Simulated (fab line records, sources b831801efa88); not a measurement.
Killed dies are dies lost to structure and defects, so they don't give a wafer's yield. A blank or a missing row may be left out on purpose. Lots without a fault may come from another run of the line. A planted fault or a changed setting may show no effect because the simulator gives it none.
Which tool did it? | flow gf180mcu | 11 lots, 33 wafers sampled, at 6 steps of a route of 602

WHAT THE GAUGES READ, wafer by wafer
GF_TOP_METAL_RS_MEAS_05: measures by four-point-probe. Usual: TOP_METAL_ALCU_RS 0.03286 ohm/sq, standard deviation 0.00025.
lot  | measured     | on            | TOP_METAL_ALCU_RS (ohm/sq) | flag
L564 | day 27 05:05 | film_metro-01 | 0.0328 0.03319 0.03274     |
L565 | day 27 15:07 | film_metro-04 | 0.0331 0.03317 0.03312     |
L574 | day 30 11:23 | film_metro-03 | 0.03277 0.03729 0.03312    | OFF
L575 | day 30 16:40 | film_metro-01 | 0.03666 0.03679 0.03247    | OFF
L576 | day 31 00:22 | film_metro-03 | 0.03276 0.03239 0.03276    |
L579 | day 31 23:20 | film_metro-04 | 0.03269 0.03254 0.03259    |
L582 | day 32 14:19 | film_metro-01 | 0.03267 0.03284 0.03277    |
L583 | day 32 16:38 | film_metro-01 | 0.03323 0.03326 0.0333     |
L584 | day 32 23:37 | film_metro-03 | 0.03281 0.03275 0.03297    |
L585 | day 33 05:16 | film_metro-01 | 0.03316 0.03267 0.03302    |
L587 | day 33 14:35 | film_metro-01 | 0.03273 0.03289 0.03284    |

GF_TOP_METAL_THK_MEAS_06: measures by xrf. Usual: TOP_METAL_ALCU_THK 909 nm, standard deviation 8.4.
lot  | measured     | on            | TOP_METAL_ALCU_THK (nm) | flag
L564 | day 27 05:10 | film_metro-01 | 913 903 914             |
L565 | day 27 15:14 | film_metro-04 | 915 914 914             |
L574 | day 30 11:30 | film_metro-03 | 906 800 894             | OFF
L575 | day 30 16:47 | film_metro-01 | 815 809 917             | OFF
L576 | day 31 00:29 | film_metro-03 | 909 921 908             |
L579 | day 31 23:28 | film_metro-04 | 923 924 926             |
L582 | day 32 14:25 | film_metro-01 | 918 907 916             |
L583 | day 32 16:45 | film_metro-01 | 901 900 897             |
L584 | day 32 23:43 | film_metro-03 | 902 905 904             |
L585 | day 33 05:22 | film_metro-01 | 898 915 908             |
L587 | day 33 14:43 | film_metro-01 | 909 910 906             |

WHICH TOOL RAN EACH LOT (tool, then ch and the chambers of the sampled wafers, then the start)
lot  | GF_V3_CVD_23                  | GF_V4_CMP_04                  | GF_V4_CVD_23                  | GF_TOP_METAL_SPUTTER_02
L564 | cvd_w-02 ch 0,1, day 22 08:25 | cmp-02 ch 2,3, day 23 09:05   | cvd_w-01 ch 0,1, day 24 09:04 | pvd_sputter-01, day 27 04:56
L565 | cvd_w-01 ch 0,1, day 22 18:47 | cmp-01 ch 1,3, day 23 19:29   | cvd_w-02 ch 0,1, day 24 19:49 | pvd_sputter-04, day 27 15:02
L574 | cvd_w-01 ch 0,1, day 26 00:12 | cmp-01 ch 1,2,3, day 26 23:20 | cvd_w-01 ch 0,1, day 27 20:43 | pvd_sputter-01, day 30 11:17
L575 | cvd_w-01 ch 0,1, day 26 08:26 | cmp-02 ch 1,2, day 27 06:23   | cvd_w-02 ch 0,1, day 28 03:25 | pvd_sputter-01, day 30 16:34
L576 | cvd_w-01 ch 0,1, day 26 15:53 | cmp-01 ch 1,3, day 27 13:35   | cvd_w-02 ch 0,1, day 28 11:31 | pvd_sputter-02, day 31 00:16
L579 | cvd_w-02 ch 0,1, day 27 19:26 | cmp-02 ch 1,2,3, day 28 16:47 | cvd_w-01 ch 0,1, day 29 13:31 | pvd_sputter-02, day 31 23:15
L582 | cvd_w-01 ch 0,1, day 28 13:04 | cmp-02 ch 1,2,3, day 29 10:04 | cvd_w-02 ch 0,1, day 30 05:47 | pvd_sputter-02, day 32 14:12
L583 | cvd_w-02 ch 0,1, day 28 15:46 | cmp-02 ch 1,2, day 29 12:53   | cvd_w-01 ch 1, day 30 08:59   | pvd_sputter-04, day 32 16:32
L584 | cvd_w-02 ch 0,1, day 28 22:02 | cmp-01 ch 0,1,2, day 29 19:08 | cvd_w-02 ch 0,1, day 30 14:52 | pvd_sputter-02, day 32 23:28
L585 | cvd_w-01 ch 0,1, day 29 07:14 | cmp-02 ch 0,1,3, day 30 04:04 | cvd_w-02 ch 0,1, day 30 23:22 | pvd_sputter-04, day 33 05:09
L587 | cvd_w-01 ch 0,1, day 29 17:12 | cmp-02 ch 0,2,3, day 30 14:00 | cvd_w-02 ch 0,1, day 31 08:35 | pvd_sputter-04, day 33 14:30
- GF_V3_CVD_23: deposits W, target thk 350 nm, time 104.9 s.
- GF_V4_CMP_04: polishes SiO2.
- GF_V4_CVD_23: deposits W, target thk 350 nm, time 104.9 s.
- GF_TOP_METAL_SPUTTER_02: material AlCu, target thk 900 nm, time 47.82 s.

WHAT THE TOOLS THEMSELVES READ (means of the sampled wafers that have a number; where no wafer has one, the mark that the record gives instead)
GF_V3_CVD_23. Usual: heater_power_w 822 W, standard deviation 46.
lot  | tool     | heater_power_w (W) | flag
L564 | cvd_w-02 | 783                |
L565 | cvd_w-01 | 857                |
L574 | cvd_w-01 | 848                |
L575 | cvd_w-01 | 852                |
L576 | cvd_w-01 | 869                |
L579 | cvd_w-02 | 802                |
L582 | cvd_w-01 | 861                |
L583 | cvd_w-02 | 793                |
L584 | cvd_w-02 | 794                |
L585 | cvd_w-01 | 863                |
L587 | cvd_w-01 | 873                |

GF_V4_CMP_04. Usual: motor_current_A 12.3 A, standard deviation 1.1; slurry_flow_ml_min 150.0, standard deviation 0.48; time_to_endpoint_s 82 s, standard deviation 4.1.
lot  | tool   | motor_current_A (A) | slurry_flow_ml_min | time_to_endpoint_s (s) | flag
L564 | cmp-02 | 12.8                | 149.7              | 84                     |
L565 | cmp-01 | 11.4                | 149.4              | 83                     |
L574 | cmp-01 | 12.2                | 149.8              | 80                     |
L575 | cmp-02 | 13.2                | 150.0              | 78                     |
L576 | cmp-01 | 11.7                | 150.2              | 85                     |
L579 | cmp-02 | 13.1                | 149.6              | 82                     |
L582 | cmp-02 | 13.0                | 150.3              | 84                     |
L583 | cmp-02 | 13.4                | 150.0              | 78                     |
L584 | cmp-01 | 12.7                | 149.9              | 77                     |
L585 | cmp-02 | 11.9                | 149.6              | 85                     |
L587 | cmp-02 | 12.1                | 150.0              | 80                     |

GF_V4_CVD_23. Usual: heater_power_w 835 W, standard deviation 46.
lot  | tool     | heater_power_w (W) | flag
L564 | cvd_w-01 | 872                |
L565 | cvd_w-02 | 795                |
L574 | cvd_w-01 | 860                |
L575 | cvd_w-02 | 779                |
L576 | cvd_w-02 | 778                |
L579 | cvd_w-01 | 882                |
L582 | cvd_w-02 | 796                |
L583 | cvd_w-01 | 878                |
L584 | cvd_w-02 | 778                |
L585 | cvd_w-02 | 793                |
L587 | cvd_w-02 | 797                |

GF_TOP_METAL_SPUTTER_02. Usual: throttle_valve_pct 29.8 %, standard deviation 0.95.
lot  | tool           | throttle_valve_pct (%) | flag
L564 | pvd_sputter-01 | 29.7                   |
L565 | pvd_sputter-04 | 29.8                   |
L574 | pvd_sputter-01 | 28.9                   |
L575 | pvd_sputter-01 | 28.8                   |
L576 | pvd_sputter-02 | 29.6                   |
L579 | pvd_sputter-02 | 29.1                   |
L582 | pvd_sputter-02 | 29.2                   |
L583 | pvd_sputter-04 | 30.3                   |
L584 | pvd_sputter-02 | 30.4                   |
L585 | pvd_sputter-04 | 29.9                   |
L587 | pvd_sputter-04 | 31.3                   |

THE ANSWER, worked out from the rows above alone
Rule: a lot is off if the mean of its wafers that have a number lies more than 3 standard deviations from the usual mean. A lot without any number at a reading at which 4 lots or more have one is off too. The other lots that the step has rows for count as sound. The gauges are gone through in route order, then the tools' own readings, and for those a lot's mean is taken as printed above. The first step at which some lot is off is used, and at that step the reading that is off furthest; a lot without a number counts as furthest.
Off: L574, L575, at GF_TOP_METAL_RS_MEAS_05 (TOP_METAL_ALCU_RS).
A tool fits if, at a process step before that reading, it ran every lot that is off, and no sound lot after the first of them. The gauges at GF_TOP_METAL_RS_MEAS_05 are tried like those tools. One fits: pvd_sputter-01 at GF_TOP_METAL_SPUTTER_02. Its last sound lot is L564 (day 27 04:56), its first lot that is off L574 (day 30 11:17): a fault that began between those two fits.

WHAT THE SIMULATOR HAD PUT IN
Process parameter drift: pvd_sputter-01, from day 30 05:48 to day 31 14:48, at GF_TOP_METAL_SPUTTER_02. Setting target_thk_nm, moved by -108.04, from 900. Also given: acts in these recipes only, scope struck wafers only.
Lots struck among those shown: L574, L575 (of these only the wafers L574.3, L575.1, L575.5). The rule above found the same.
